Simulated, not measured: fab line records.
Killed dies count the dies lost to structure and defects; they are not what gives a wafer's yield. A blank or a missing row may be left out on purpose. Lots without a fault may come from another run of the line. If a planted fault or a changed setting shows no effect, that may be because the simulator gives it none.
A struck lot beside a sound one	flow gf180mcu	44 out of 602 route steps
Sound: these wafers, L525.1, L525.2, L525.6. The struck wafers were L541.2, L541.4, L541.5. The cause is named last.
Per side, at each step with rows, come the tool, then ch with its chambers, and then its first start. Under that, the readings that differ: sound wafers	struck wafers	difference of the means	sigmas: that difference in standard deviations of wafers without a fault.
alike: readings with means less than 2 such deviations apart, plus words and numbers identical on both sides. not compared: withheld readings, readings lacking a value on some wafer, bounds such as >300 that could conceal the same value, and numbers that have no deviation in the record and whose values overlap.
Wherever a step has rows on one side only, a row that says differs or no value, or a row with sigmas, the two part there. Numbers that have no deviation but don't overlap get no sigmas and don't part them. A reading missing from all wafers of one side parts the sides only when that side holds two or more wafers.

first, 7 steps without rows for these wafers: GF_DUAL_GATE_DEHYDRATE_04 (time 60 s); GF_DUAL_GATE_HMDS_05 (prime time 60 s); GF_DUAL_GATE_COAT_06 (resist thk 1000 nm); GF_DUAL_GATE_SOFTBAKE_07 (time 60 s); GF_DUAL_GATE_EXPOSE_08 (exposes mask Dualgate, target cd 700 nm); GF_DUAL_GATE_PEB_09; GF_DUAL_GATE_DEVELOP_10 (develop time 60 s).
GF_DUAL_GATE_OVL_MEAS_11:
  struck on overlay-02, day 13 00:07; sound on overlay-02, day 8 07:25
  alike: DUAL_GATE_OVL
then, 1 step without rows for these wafers: GF_DUAL_GATE_WET_ETCH_12 (etches SiO2 in dHF, target depth 13 nm, time 260 s).
GF_DUAL_GATE_STRIP_13: strips in O2/N2.
  sound on plasma-asher-04 ch 0,1, day 8 07:32; struck on plasma-asher-04 ch 0,1, day 13 00:13
  alike: chamber-pressure-mTorr, drypump-motor-current-A, heater-power-w, n2-flow-sccm, oes-product-au, strip-time-to-endpoint-s
  not compared: rf-hours-counter-h
then, 2 steps without rows for these wafers: GF_DUAL_GATE_CLEAN_14 (cleans in SC1/SC2, time 150 s); GF_DUAL_GATE_OXIDATION_15 (stabilise 600 s, purge 300 s, target thk 7.098 nm).
GF_POLY_GATE_CVD_00: deposits poly-Si, target thk 200 nm, time 1200 s.
  sound on lpcvd-01 ch 1, day 8 10:34; struck on lpcvd-01 ch 0, day 13 01:56
reading	sound	struck	difference	sigmas
spike-tc-bottom-C (C)	639.3 641.2 639.3	632.0 631.9 629.9	-8.7	-7
spike-tc-centre-C (C)	622.0 621.4 622.6	612.7 614.0 613.8	-8.5	-6
spike-tc-lower-C (C)	622.0 622.8 621.8	678.5 678.6 676.8	+55.8	+35
zone-power-bottom-pct (%)	13.0 13.1 12.9	8.8 8.8 8.8	-4.2	-7
zone-power-centre-pct (%)	9.99 9.89 10.06	4.46 4.49 4.55	-5.48	-19
zone-power-lower-pct (%)	8.7 8.8 8.6	19.1 19.0 19.0	+10.3	+18
model.poly-Si_of_POLY_GATE_CVD_00.thk-nm (nm)	202.3 200.3 200.4	269.7 234.2 221.5	+40.8	
  alike: spike-tc-upper-C, susceptor-temp-C
GF_POLY_GATE_THK_MEAS_01:
  struck on film-metro-02, day 13 03:16; sound on film-metro-04, day 8 11:53
reading	sound	struck	difference	sigmas
POLY_GATE_CVD_00_THK (nm)	202.3 200.3 200.4	269.8 234.1 221.5	+40.8	+23
then, 8 steps without rows for these wafers: GF_POLY_GATE_DEHYDRATE_02 (time 60 s); GF_POLY_GATE_HMDS_03 (prime time 60 s); GF_POLY_GATE_COAT_04; GF_POLY_GATE_COAT_05 (resist thk 700 nm); GF_POLY_GATE_SOFTBAKE_06 (time 60 s); GF_POLY_GATE_EXPOSE_07 (exposes mask Poly2, target cd 280 nm); GF_POLY_GATE_PEB_08 (peb time 90 s); GF_POLY_GATE_DEVELOP_09 (develop time 60 s).
GF_POLY_GATE_CD_MEAS_10: the cd target is 280 nm.
  struck on cd-sem-01, day 13 23:04; sound on cd-sem-01, day 9 04:55
  alike: cd-nm
GF_POLY_GATE_OVL_MEAS_11:
  struck on overlay-01, day 13 23:11; sound on overlay-02, day 9 05:02
reading	sound	struck	difference	sigmas
POLY_GATE_OVL (nm)	1 -2 3	-14 -9 -8	-11	-2
GF_POLY_GATE_ETCH_12: etches BARC in N2/H2.
  sound on rie-diel-02 ch 0,3, day 9 05:04; struck on rie-diel-03 ch 1,2, day 13 23:13
  alike: chamber-pressure-mTorr, drypump-motor-current-A, n2-flow-sccm, oes-product-au, throttle-valve-pct
GF_POLY_GATE_ETCH_13: etches poly-Si in HBr/Cl2, stops on SiO2, target depth 198.5 nm, time 69.6 s.
  sound on rie-si-01 ch 0,1, day 9 05:07; struck on rie-si-01 ch 0,1,3, day 13 23:16
  alike: chamber-pressure-mTorr, drypump-motor-current-A, oes-product-au, throttle-valve-pct
  not compared: rf-hours-counter-h
GF_POLY_GATE_STRIP_14: strips in O2/N2.
  sound on plasma-asher-03 ch 0,1, day 9 05:10; struck on plasma-asher-04 ch 0,1, day 13 23:19
reading	sound	struck	difference	sigmas
n2-flow-sccm (sccm)	298.7 299.2 299.9	301.9 301.8 300.7	+2.2	+2
  alike: chamber-pressure-mTorr, drypump-motor-current-A, heater-power-w, oes-product-au
  not compared: rf-hours-counter-h
then, 2 steps without rows for these wafers: GF_POLY_GATE_CLEAN_15 (cleans in SC1/SC2, time 150 s); GF_POLY_GATE_OXIDATION_16 (stabilise 600 s, purge 300 s, target thk 4 nm).
GF_POLY_GATE_THK_MEAS_17:
  struck on film-metro-04, day 14 01:00; sound on film-metro-04, day 9 07:49
  alike: POLY_GATE_OXIDATION_THK
GF_POLY_GATE_CD_MEAS_18:
  struck on cd-sem-01, day 14 01:05; sound on cd-sem-01, day 9 07:52
  alike: cd-nm
then, 7 steps without rows for these wafers: GF_HV_LDD_DEHYDRATE_00 (time 60 s); GF_HV_LDD_HMDS_01 (prime time 60 s); GF_HV_LDD_COAT_02 (resist thk 1000 nm); GF_HV_LDD_SOFTBAKE_03 (time 60 s); GF_HV_LDD_EXPOSE_04 (exposes mask Nplus LV AREA, target cd 400 nm); GF_HV_LDD_PEB_05; GF_HV_LDD_DEVELOP_06 (develop time 60 s).
GF_HV_LDD_CD_MEAS_07: the cd target is 400 nm.
  struck on cd-sem-02, day 14 22:37; sound on cd-sem-02, day 10 01:52
  alike: cd-nm
GF_HV_LDD_OVL_MEAS_08:
  struck on overlay-01, day 14 22:44; sound on overlay-02, day 10 01:59
  alike: HV_LDD_OVL
next, for these wafers, 1 step has no rows: GF_HV_LDD_IMPLANT_09.
GF_HV_LDD_STRIP_10: strips in O2/N2.
  sound on plasma-asher-03 ch 0,1, day 10 02:10; struck on plasma-asher-02 ch 0,1, day 14 22:55
reading	sound	struck	difference	sigmas
strip-time-to-endpoint-s (s)	12.58 12.57 12.62	12.66 12.66 12.67	+0.07	+2
  alike: chamber-pressure-mTorr, drypump-motor-current-A, heater-power-w, n2-flow-sccm, oes-product-au
  not compared: rf-hours-counter-h
-- the record jumps here: 6 days lie between the struck wafers' starts before and after (it left off in module HV_LDD and takes up again in module SALICIDE, whose first step shown is number 278 of the route) --
GF_SALICIDE_CLEAN_00: cleans in SC1/SC2, time 150 s.
  sound on wet-bench-02 ch 2, day 15 05:20; struck on wet-bench-02 ch 2, day 20 22:23
reading	sound	struck	difference	sigmas
model.poly-Si_of_POLY_GATE_CVD_00.thk-nm (nm)	201 199 199.1	268.4 232.9 220.3	+40.8	
  alike: bath-guard-temp-C, bath-heat-duty-pct
next, for these wafers, 1 step has no rows: GF_PASSIVATION_PROBE_99.

## WHERE THEY PART
Earliest at GF_POLY_GATE_CVD_00; latest, in this record, at GF_HV_LDD_STRIP_10. Later steps at which nothing parts them and some readings are alike: GF_SALICIDE_CLEAN_00.

WHY: what the simulator had put in
lpcvd-01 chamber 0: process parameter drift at GF_POLY_GATE_CVD_00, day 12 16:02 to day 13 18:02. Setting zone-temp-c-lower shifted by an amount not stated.
